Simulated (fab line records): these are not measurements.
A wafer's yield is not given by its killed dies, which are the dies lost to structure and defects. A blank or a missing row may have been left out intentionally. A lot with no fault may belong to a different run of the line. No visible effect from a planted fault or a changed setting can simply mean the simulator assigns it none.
fab line records    flow gf180mcu    part 1 of 2: steps 1 to 28 of 36
record: lots: 5  wafers: 15  lastDay: 31
route steps=602 shown MIM@504 M5@526
lots with no fault: from the same line, run without faults
startH: the number of hours between the record's first day and the start of the first shown wafer of the lot    waitH: how many hours have passed since the lot's step before this one    " repeats the value in the row above    L1.1+2: several wafers, shown together as one row    - no value present, or no start provided    * or withheld: withheld    < > ~ a bound
route shown NAME@n: names a module that has steps shown in the file, with the first one's number in the route    usual: mean and standard deviation over wafers with no fault    same: alike in all rows    chamber/n: place in a boat    sites: per-site readings    _std_site: the standard deviation of these    _edge_site: mean of outer sites minus mean of inner sites    radiusMm: for every site, how far away it sits from the centre of the wafer    mask NAME#n: copy n    behind: tool/chamber where the wafer was last shaped    hold: why the lot was held/for how many hours/how that ended    device: the n, p or np transistor that did not switch    end of line: the tests these same wafers got at the end of their route    a step given without rows: its recipe and nothing more    killed: at the first sort, the dies lost to defects and structure; wafer yield is something else    map: shows each die of a wafer: x if killed, . if not, _ if none is there
set.NAME: the setting as run; set.NAME@STEP: as run at that earlier step    model.NAME: the simulator's own value behind a step, which no gauge read
certain route steps with their lots: each step a table, each wafer a row
services: from which hour (startH, from the record's first day; less than 0 if before it) a tool's chamber was out of use, for how many hours, and why
== steps ==
step: GF_MIM_SPUTTER_01
recipe: material: TiN  targetThkNm: 30  powerW: 6500  timeS: 25  chamberPressurePa: 0.4
usual: throttleValvePct: 29.7/1.1
same: timeS: 25
lot.wafer  tool           chamber  startH  waitH  throttleValvePct
L074.1     pvdSputter-01  -        559.06  0.1    29.9
L074.3     "              -        "       "      30.1
L074.4     "              -        "       "      31.4
L077.2     pvdSputter-02  -        583.62  0.1    30.1
L077.3     "              -        "       "      31.5
L077.4     "              -        "       "      28.6
L080.2     pvdSputter-02  -        612.90  0.1    31.2
L080.4     "              -        "       "      28.7
L080.5     "              -        "       "      28.5
L083.2     pvdSputter-02  -        637.82  0.1    31.0
L083.3     "              -        "       "      28.8
L083.5     "              -        "       "      28.4
L086.2     pvdSputter-02  -        655.12  0.1    28.7
L086.3     "              -        "       "      31.5
L086.6     "              -        "       "      31.4
step: GF_MIM_SPUTTER_02
recipe: material: AlCu  targetThkNm: 450  powerW: 10600  timeS: 23.9  chamberPressurePa: 0.4
usual: throttleValvePct: 29.7/1.1
same: timeS: 23.9
lot.wafer  tool           chamber  startH  waitH  throttleValvePct
L074.1     pvdSputter-01  -        559.09  0.0    30.0
L074.3     "              -        "       "      30.3
L074.4     "              -        "       "      31.3
L077.2     pvdSputter-02  -        583.65  0.0    29.8
L077.3     "              -        "       "      31.2
L077.4     "              -        "       "      28.4
L080.2     pvdSputter-02  -        612.93  0.0    31.3
L080.4     "              -        "       "      28.4
L080.5     "              -        "       "      28.6
L083.2     pvdSputter-02  -        637.85  0.0    31.4
L083.3     "              -        "       "      28.7
L083.5     "              -        "       "      28.8
L086.2     pvdSputter-02  -        655.15  0.0    28.3
L086.3     "              -        "       "      30.9
L086.6     "              -        "       "      31.3
step: GF_MIM_SPUTTER_03
recipe: material: Ti  targetThkNm: 10  substrateTempC: 300  chamberPressurePa: 0.3  powerW: 3000  timeS: 6.7
usual: throttleValvePct: 29.7/1.1
same: timeS: 6.7
lot.wafer  tool           chamber  startH  waitH  throttleValvePct
L074.1     pvdSputter-01  -        559.12  0.0    30.0
L074.3     "              -        "       "      30.3
L074.4     "              -        "       "      31.3
L077.2     pvdSputter-02  -        583.68  0.0    30.1
L077.3     "              -        "       "      31.4
L077.4     "              -        "       "      28.5
L080.2     pvdSputter-02  -        612.96  0.0    31.2
L080.4     "              -        "       "      28.6
L080.5     "              -        "       "      28.7
L083.2     pvdSputter-02  -        637.88  0.0    31.1
L083.3     "              -        "       "      28.5
L083.5     "              -        "       "      28.6
L086.2     pvdSputter-02  -        655.18  0.0    28.9
L086.3     "              -        "       "      31.2
L086.6     "              -        "       "      31.5
step: GF_MIM_SPUTTER_04
recipe: material: TiN  targetThkNm: 50  powerW: 6500  timeS: 41.7  chamberPressurePa: 0.4
usual: throttleValvePct: 29.7/1.1
same: timeS: 41.7
lot.wafer  tool           chamber  startH  waitH  throttleValvePct
L074.1     pvdSputter-01  -        559.14  0.0    29.8
L074.3     "              -        "       "      30.0
L074.4     "              -        "       "      31.5
L077.2     pvdSputter-02  -        583.70  0.0    30.0
L077.3     "              -        "       "      31.2
L077.4     "              -        "       "      28.6
L080.2     pvdSputter-02  -        612.98  0.0    31.4
L080.4     "              -        "       "      28.6
L080.5     "              -        "       "      28.7
L083.2     pvdSputter-02  -        637.90  0.0    31.3
L083.3     "              -        "       "      28.6
L083.5     "              -        "       "      28.8
L086.2     pvdSputter-02  -        655.20  0.0    28.8
L086.3     "              -        "       "      31.0
L086.6     "              -        "       "      31.3
step: GF_MIM_CVD_05
recipe: material: Si3N4  targetThkNm: 42  tempMaxC: 400  tempC: 385  timeS: 29.086  rfW: 450
usual: heaterPowerW: 657/120  rfFwdPowerW: 443.6/1.9
same: timeS: 29.086
lot.wafer  tool      chamber  startH  waitH  heaterPowerW  rfFwdPowerW
L074.1     pecvd-02  1        559.18  0.0    749           443.5
L074.3     "         2        "       "      638           442.9
L074.4     "         1        "       "      772           442.1
L077.2     pecvd-01  0        583.74  0.0    598           442.8
L077.3     "         1        "       "      891           443.0
L077.4     "         1        "       "      906           442.7
L080.2     pecvd-04  2        613.02  0.0    710           446.8
L080.4     "         0        "       "      664           442.5
L080.5     "         2        "       "      709           446.5
L083.2     pecvd-02  0        637.94  0.0    571           443.5
L083.3     "         1        "       "      746           440.3
L083.5     "         0        "       "      565           445.4
L086.2     pecvd-02  0        655.24  0.0    561           441.8
L086.3     "         1        "       "      759           439.9
L086.6     "         1        "       "      763           439.9
step: GF_MIM_THK_MEAS_06
recipe: reads: Si3N4_of_MIM_CVD_05
usual: MIM_CVD_05_THK: 42.2/0.55
lot.wafer  tool          chamber  startH  waitH  MIM_CVD_05_THK[nm]
L074.1     filmMetro-01  -        559.21  0.0    42.1
L074.3     "             -        "       "      42.0
L074.4     "             -        "       "      42.9
L077.2     filmMetro-01  -        583.78  0.0    41.1
L077.3     "             -        "       "      41.5
L077.4     "             -        "       "      42.1
L080.2     filmMetro-03  -        613.06  0.0    42.0
L080.4     "             -        "       "      42.8
L080.5     "             -        "       "      43.2
L083.2     filmMetro-03  -        637.98  0.0    41.6
L083.3     "             -        "       "      41.7
L083.5     "             -        "       "      43.1
L086.2     filmMetro-01  -        655.28  0.0    40.8
L086.3     "             -        "       "      41.0
L086.6     "             -        "       "      41.9
step: GF_MIM_SPUTTER_07
recipe: material: TiN  targetThkNm: 60  powerW: 6500  timeS: 50  chamberPressurePa: 0.4
usual: throttleValvePct: 29.9/1
same: timeS: 50
lot.wafer  tool           chamber  startH  waitH  throttleValvePct
L074.1     pvdSputter-02  -        559.27  0.1    28.8
L074.3     "              -        "       "      29.9
L074.4     "              -        "       "      31.3
L077.2     pvdSputter-03  -        583.83  0.0    29.3
L077.3     "              -        "       "      30.6
L077.4     "              -        "       "      31.2
L080.2     pvdSputter-03  -        613.11  0.0    29.2
L080.4     "              -        "       "      30.7
L080.5     "              -        "       "      31.2
L083.2     pvdSputter-03  -        638.03  0.0    30.4
L083.3     "              -        "       "      31.1
L083.5     "              -        "       "      29.1
L086.2     pvdSputter-03  -        655.33  0.0    28.9
L086.3     "              -        "       "      31.2
L086.6     "              -        "       "      30.6
step: GF_MIM_SPUTTER_08
recipe: material: AlCu  targetThkNm: 200  powerW: 10600  timeS: 10.6  chamberPressurePa: 0.4
usual: throttleValvePct: 29.9/0.99
same: timeS: 10.6
lot.wafer  tool           chamber  startH  waitH  throttleValvePct
L074.1     pvdSputter-02  -        559.32  0.0    28.6
L074.3     "              -        "       "      30.2
L074.4     "              -        "       "      31.3
L077.2     pvdSputter-03  -        583.88  0.0    29.6
L077.3     "              -        "       "      30.7
L077.4     "              -        "       "      31.4
L080.2     pvdSputter-03  -        613.16  0.0    29.3
L080.4     "              -        "       "      30.6
L080.5     "              -        "       "      31.4
L083.2     pvdSputter-03  -        638.08  0.0    30.6
L083.3     "              -        "       "      31.2
L083.5     "              -        "       "      29.3
L086.2     pvdSputter-03  -        655.37  0.0    29.1
L086.3     "              -        "       "      31.2
L086.6     "              -        "       "      30.5
step: GF_MIM_SPUTTER_09
recipe: material: TiN  targetThkNm: 35  powerW: 6500  timeS: 29.2  chamberPressurePa: 0.4
usual: throttleValvePct: 29.9/1
same: timeS: 29.2
lot.wafer  tool           chamber  startH  waitH  throttleValvePct
L074.1     pvdSputter-02  -        559.34  0.0    28.5
L074.3     "              -        "       "      29.7
L074.4     "              -        "       "      30.9
L077.2     pvdSputter-03  -        583.90  0.0    29.5
L077.3     "              -        "       "      30.8
L077.4     "              -        "       "      31.2
L080.2     pvdSputter-03  -        613.18  0.0    29.4
L080.4     "              -        "       "      30.6
L080.5     "              -        "       "      31.5
L083.2     pvdSputter-03  -        638.10  0.0    30.5
L083.3     "              -        "       "      31.3
L083.5     "              -        "       "      29.1
L086.2     pvdSputter-03  -        655.40  0.0    28.8
L086.3     "              -        "       "      31.3
L086.6     "              -        "       "      30.6
step: GF_MIM_RS_MEAS_10
recipe: thkMeasGauge: four-point-probe  reads: TiN_of_MIM_SPUTTER_09+AlCu_of_MIM_SPUTTER_08+TiN_of_MIM_SPUTTER_07
usual: MIM_ALCU_RS: 0.1592/0.0018
lot.wafer  tool          chamber  startH  waitH  MIM_ALCU_RS[ohm/sq]
L074.1     filmMetro-04  -        559.37  0.0    0.1609
L074.3     "             -        "       "      0.1604
L074.4     "             -        "       "      0.1588
L077.2     filmMetro-03  -        583.95  0.0    0.1584
L077.3     "             -        "       "      0.1589
L077.4     "             -        "       "      0.1588
L080.2     filmMetro-04  -        613.23  0.0    0.1574
L080.4     "             -        "       "      0.1567
L080.5     "             -        "       "      0.1576
L083.2     filmMetro-03  -        638.15  0.0    0.1592
L083.3     "             -        "       "      0.1601
L083.5     "             -        "       "      0.1596
L086.2     filmMetro-01  -        655.45  0.0    0.1586
L086.3     "             -        "       "      0.1589
L086.6     "             -        "       "      0.1615
step: GF_MIM_THK_MEAS_11
recipe: thkMeasGauge: xrf  reads: AlCu_of_MIM_SPUTTER_08
usual: MIM_ALCU_THK: 203.2/2.5
lot.wafer  tool          chamber  startH  waitH  MIM_ALCU_THK[nm]
L074.1     filmMetro-04  -        559.49  0.1    201.5
L074.3     "             -        "       "      203.3
L074.4     "             -        "       "      205.7
L077.2     filmMetro-03  -        584.06  0.1    205.6
L077.3     "             -        "       "      204.5
L077.4     "             -        "       "      203.8
L080.2     filmMetro-04  -        613.34  0.1    205.6
L080.4     "             -        "       "      206.3
L080.5     "             -        "       "      206.3
L083.2     filmMetro-03  -        638.26  0.1    203.5
L083.3     "             -        "       "      201.5
L083.5     "             -        "       "      202.5
L086.2     filmMetro-01  -        655.56  0.1    203.1
L086.3     "             -        "       "      201.6
L086.6     "             -        "       "      200.2
step: GF_MIM_DEHYDRATE_12
recipe: tempC: 200  timeS: 60
same: timeS: 60
lot.wafer   tool           chamber  startH  waitH
L074.1+3+4  lithoTrack-02  0        569.13  9.6
L077.2+3+4  lithoTrack-02  0        593.90  9.8
L080.2+4+5  lithoTrack-02  0        622.55  9.2
L083.2+3+5  lithoTrack-02  0        647.50  9.2
L086.2+3+6  lithoTrack-03  0        664.31  8.7
step: GF_MIM_HMDS_13
recipe: primeTimeS: 60  primeTempC: 120
lot.wafer   tool           chamber  startH  waitH
L074.1+3+4  lithoTrack-02  0        569.28  0.1
L077.2+3+4  lithoTrack-02  0        594.05  0.1
L080.2+4+5  lithoTrack-02  0        622.70  0.1
L083.2+3+5  lithoTrack-02  0        647.65  0.1
L086.2+3+6  lithoTrack-03  0        664.46  0.1
step: GF_MIM_COAT_14
recipe: resist: NOVOLAK  spinRpm: 3000  resistThkNm: 1000
lot.wafer   tool           chamber  startH  waitH
L074.1+3+4  lithoTrack-02  0        569.43  0.1
L077.2+3+4  lithoTrack-02  0        594.20  0.1
L080.2+4+5  lithoTrack-02  0        622.85  0.1
L083.2+3+5  lithoTrack-02  0        647.80  0.1
L086.2+3+6  lithoTrack-03  0        664.61  0.1
step: GF_MIM_SOFTBAKE_15
recipe: tempC: 90  timeS: 60  resist: NOVOLAK
same: timeS: 60
lot.wafer   tool           chamber  startH  waitH
L074.1+3+4  lithoTrack-02  0        569.58  0.1
L077.2+3+4  lithoTrack-02  0        594.35  0.1
L080.2+4+5  lithoTrack-02  0        623.00  0.1
L083.2+3+5  lithoTrack-02  0        647.95  0.1
L086.2+3+6  lithoTrack-03  0        664.76  0.1
step: GF_MIM_EXPOSE_16
recipe: maskId: FuseTop  targetCdNm: 2000  na: 0.6  sourceShape: conventional  sigmaOuter: 0.6  doseMj: 140
usual: reticleTempC: 23.00/0.12
lot.wafer  tool             chamber  startH  waitH  mask       reticleTempC
L074.1     ilineStepper-01  0        -       -      FuseTop#0  23.01
L074.3     "                0        "       "      FuseTop#0  22.81
L074.4     "                0        "       "      FuseTop#0  23.09
L077.2     ilineStepper-02  0        -       -      FuseTop#0  23.08
L077.3     "                0        "       "      FuseTop#0  23.01
L077.4     "                0        "       "      FuseTop#0  22.98
L080.2     ilineStepper-01  0        -       -      FuseTop#0  22.88
L080.4     "                0        "       "      FuseTop#0  22.82
L080.5     "                0        "       "      FuseTop#0  22.89
L083.2     ilineStepper-02  0        -       -      FuseTop#0  23.32
L083.3     "                0        "       "      FuseTop#0  23.17
L083.5     "                0        "       "      FuseTop#0  23.22
L086.2     ilineStepper-02  0        -       -      FuseTop#0  23.07
L086.3     "                0        "       "      FuseTop#0  23.15
L086.6     "                0        "       "      FuseTop#0  22.97
step: GF_MIM_PEB_17
recipe: tempC: withheld  timeS: *  resist: NOVOLAK
same: timeS: *
lot.wafer   tool           chamber  startH  waitH
L074.1+3+4  lithoTrack-03  0        -       -
L077.2+3+4  lithoTrack-02  0        -       -
L080.2+4+5  lithoTrack-03  0        -       -
L083.2+3+5  lithoTrack-03  0        -       -
L086.2+3+6  lithoTrack-03  0        -       -
step: GF_MIM_DEVELOP_18
recipe: developTimeS: 60  devTempC: 23
usual: developerTempC: 23.02/0.093
same: developTimeS: 60
lot.wafer  tool           chamber  startH  waitH  developerTempC
L074.1     lithoTrack-03  0        580.09  0.1    23.12
L074.3     "              0        "       "      23.00
L074.4     "              0        "       "      23.02
L077.2     lithoTrack-02  0        604.90  0.1    22.81
L077.3     "              0        "       "      22.99
L077.4     "              0        "       "      22.93
L080.2     lithoTrack-03  0        633.06  0.1    22.97
L080.4     "              0        "       "      22.95
L080.5     "              0        "       "      23.00
L083.2     lithoTrack-03  0        657.16  0.1    23.04
L083.3     "              0        "       "      22.95
L083.5     "              0        "       "      23.07
L086.2     lithoTrack-03  0        674.71  0.1    23.09
L086.3     "              0        "       "      23.01
L086.6     "              0        "       "      23.08
step: GF_MIM_METAL_ETCH_19
recipe: chemistry: Cl2/BCl3  maskMaterial: NOVOLAK  stopOn: Si3N4  targetDepthNm: 324.5  pressureMtorr: 8  icpW: 800  biasW: 140  Cl2_flow_sccm: 80  bcl3FlowSccm: 40  timeS: 54.1
usual: drypumpMotorCurrentA: 5.46/0.14  heBacksideLeakSccm: 3.2/0.33  mfcCl2Sccm: 79.99/0.25  oesProductAu: 0.943/0.0062  rfFwdPowerW: 792/3.1  throttleValvePct: 28.282/0.011
same: timeS: 54.1
lot.wafer  tool         chamber  startH  waitH  drypumpMotorCurrentA  heBacksideLeakSccm  mfcCl2Sccm  oesProductAu  rfFwdPowerW  rfHoursCounterH  throttleValvePct
L074.1     rieMetal-01  1        580.24  0.1    5.56                  3.5                 79.73       0.938         790          8                28.295
L074.3     "            0        "       "      5.54                  3.0                 80.10       0.937         792          -                28.295
L074.4     "            1        "       "      5.55                  3.6                 79.68       0.946         789          -                28.281
L077.2     rieMetal-03  0        605.03  0.1    5.44                  3.3                 80.24       0.941         795          8                28.289
L077.3     "            0        "       "      5.43                  3.3                 79.83       0.946         788          -                28.279
L077.4     "            1        "       "      5.67                  3.3                 79.63       0.938         789          -                28.276
L080.2     rieMetal-04  1        633.19  0.1    5.23                  3.2                 79.90       0.946         793          8                28.269
L080.4     "            1        "       "      5.23                  3.1                 79.99       0.945         793          -                28.288
L080.5     "            0        "       "      5.45                  3.1                 80.15       0.955         794          -                28.268
L083.2     rieMetal-04  0        657.29  0.1    5.47                  3.0                 80.28       0.945         792          11               28.283
L083.3     "            1        "       "      5.22                  3.1                 79.99       0.943         790          -                28.285
L083.5     "            0        "       "      5.46                  3.0                 79.99       0.954         797          -                28.287
L086.2     rieMetal-01  1        674.84  0.1    5.61                  3.4                 79.80       0.955         790          10               28.287
L086.3     "            1        "       "      5.59                  3.3                 80.02       0.945         791          -                28.290
L086.6     "            0        "       "      5.56                  3.1                 80.00       0.945         789          -                28.284
step: GF_MIM_STRIP_20
recipe: chemistry: O2/N2  powerW: 1400  pressureMtorr: 1500  platenTempC: 250  o2FlowSccm: 3000  n2FlowSccm: 300  overashFraction: 0.5
usual: drypumpMotorCurrentA: 6.0/0.46  heaterPowerW: 324/52  oesProductAu: 0.692/0.0042  stripTimeToEndpointS: 11.23/0.042
lot.wafer  tool            chamber  startH  waitH  drypumpMotorCurrentA  heaterPowerW  oesProductAu  rfHoursCounterH  stripTimeToEndpointS
L074.1     plasmaAsher-04  1        580.31  0.0    5.4                   288           0.683         73               11.23
L074.3     "               0        "       "      6.5                   298           0.697         -                11.25
L074.4     "               1        "       "      5.4                   286           0.696         -                11.26
L077.2     plasmaAsher-03  1        605.10  0.0    6.5                   337           0.688         102              11.29
L077.3     "               1        "       "      6.5                   333           0.689         -                11.24
L077.4     "               0        "       "      5.9                   443           0.694         -                11.33
L080.2     plasmaAsher-04  0        633.26  0.0    6.5                   297           0.696         79               11.25
L080.4     "               0        "       "      6.5                   301           0.697         -                11.20
L080.5     "               1        "       "      5.4                   290           0.692         -                11.19
L083.2     plasmaAsher-02  0        657.36  0.0    6.2                   315           0.697         56               11.16
L083.3     "               0        "       "      6.2                   315           0.697         -                11.20
L083.5     "               0        "       "      6.3                   305           0.686         -                11.19
L086.2     plasmaAsher-02  0        674.91  0.0    6.2                   315           0.693         58               11.21
L086.3     "               1        "       "      5.5                   295           0.698         -                11.25
L086.6     "               1        "       "      5.5                   307           0.692         -                11.28
step: GF_MIM_STRIP_21
recipe: chemistry: postEtchResidueRemover  timeS: 1200  tempC: 72.5
usual: bathGuardTempC: 72.4/0.69
same: timeS: 1200
lot.wafer  tool         chamber  startH  waitH  bathGuardTempC
L074.1     wetBench-02  1        580.41  0.1    72.4
L074.3     "            1        "       "      72.3
L074.4     "            1        "       "      72.1
L077.2     wetBench-03  0        605.20  0.1    72.2
L077.3     "            0        "       "      72.7
L077.4     "            0        "       "      72.6
L080.2     wetBench-02  3        633.36  0.1    70.8
L080.4     "            3        "       "      71.3
L080.5     "            3        "       "      71.5
L083.2     wetBench-03  0        657.46  0.1    72.4
L083.3     "            0        "       "      72.4
L083.5     "            0        "       "      72.6
L086.2     wetBench-03  0        675.01  0.1    72.4
L086.3     "            0        "       "      72.5
L086.6     "            0        "       "      72.6
step: GF_MIM_CLEAN_22
recipe: chemistry: DIW  dry: n2Spin
lot.wafer   tool         chamber  startH  waitH
L074.1+3+4  wetBench-03  0        580.75  0.0
L077.2+3+4  wetBench-04  0        605.57  0.0
L080.2+4+5  wetBench-04  1        633.70  0.0
L083.2+3+5  wetBench-02  3        657.80  0.0
L086.2+3+6  wetBench-02  3        675.35  0.0
step: GF_M5_DEHYDRATE_00
recipe: tempC: 200  timeS: 60
same: timeS: 60
lot.wafer   tool           chamber  startH  waitH
L074.1+3+4  lithoTrack-03  0        590.44  9.6
L077.2+3+4  lithoTrack-02  0        614.70  9.0
L080.2+4+5  lithoTrack-04  0        643.33  9.5
L083.2+3+5  lithoTrack-02  0        666.85  9.0
L086.2+3+6  lithoTrack-04  0        683.73  8.3
step: GF_M5_HMDS_01
recipe: primeTimeS: 60  primeTempC: 120
lot.wafer   tool           chamber  startH  waitH
L074.1+3+4  lithoTrack-03  0        590.59  0.1
L077.2+3+4  lithoTrack-02  0        614.85  0.1
L080.2+4+5  lithoTrack-04  0        643.48  0.1
L083.2+3+5  lithoTrack-02  0        667.00  0.1
L086.2+3+6  lithoTrack-04  0        683.88  0.1
step: GF_M5_COAT_02
recipe: resist: KrF  spinRpm: withheld  resistThkNm: 1000
lot.wafer   tool           chamber  startH  waitH
L074.1+3+4  lithoTrack-03  0        590.74  0.1
L077.2+3+4  lithoTrack-02  0        615.00  0.1
L080.2+4+5  lithoTrack-04  0        643.63  0.1
L083.2+3+5  lithoTrack-02  0        667.15  0.1
L086.2+3+6  lithoTrack-04  0        684.03  0.1
step: GF_M5_SOFTBAKE_03
recipe: tempC: 130  timeS: 60  resist: KrF
same: timeS: 60
lot.wafer   tool           chamber  startH  waitH
L074.1+3+4  lithoTrack-03  0        590.89  0.1
L077.2+3+4  lithoTrack-02  0        615.15  0.1
L080.2+4+5  lithoTrack-04  0        643.78  0.1
L083.2+3+5  lithoTrack-02  0        667.30  0.1
L086.2+3+6  lithoTrack-04  0        684.18  0.1
step: GF_M5_EXPOSE_04
recipe: maskId: Metal5  targetCdNm: 280  na: 0.68  sourceShape: conventional  sigmaOuter: 0.6  doseMj: 28
usual: reticleTempC: 22.99/0.11
lot.wafer  tool           chamber  startH  waitH  mask      reticleTempC
L074.1     krfScanner-01  0        -       -      Metal5#0  22.87
L074.3     "              0        "       "      Metal5#0  22.89
L074.4     "              0        "       "      Metal5#0  22.85
L077.2     krfScanner-01  0        -       -      Metal5#0  23.10
L077.3     "              0        "       "      Metal5#0  23.00
L077.4     "              0        "       "      Metal5#0  22.90
L080.2     krfScanner-02  0        -       -      Metal5#0  23.16
L080.4     "              0        "       "      Metal5#0  23.11
L080.5     "              0        "       "      Metal5#0  23.08
L083.2     krfScanner-01  0        -       -      Metal5#0  23.21
L083.3     "              0        "       "      Metal5#0  23.11
L083.5     "              0        "       "      Metal5#0  23.00
L086.2     krfScanner-01  0        -       -      Metal5#0  23.07
L086.3     "              0        "       "      Metal5#0  23.05
L086.6     "              0        "       "      Metal5#0  23.00
step: GF_M5_PEB_05
recipe: pebTempC: 135  pebTimeS: 90  resist: KrF
lot.wafer   tool           chamber  startH  waitH
L074.1+3+4  lithoTrack-02  0        -       -
L077.2+3+4  lithoTrack-04  0        -       -
L080.2+4+5  lithoTrack-02  0        -       -
L083.2+3+5  lithoTrack-04  0        -       -
L086.2+3+6  lithoTrack-04  0        -       -
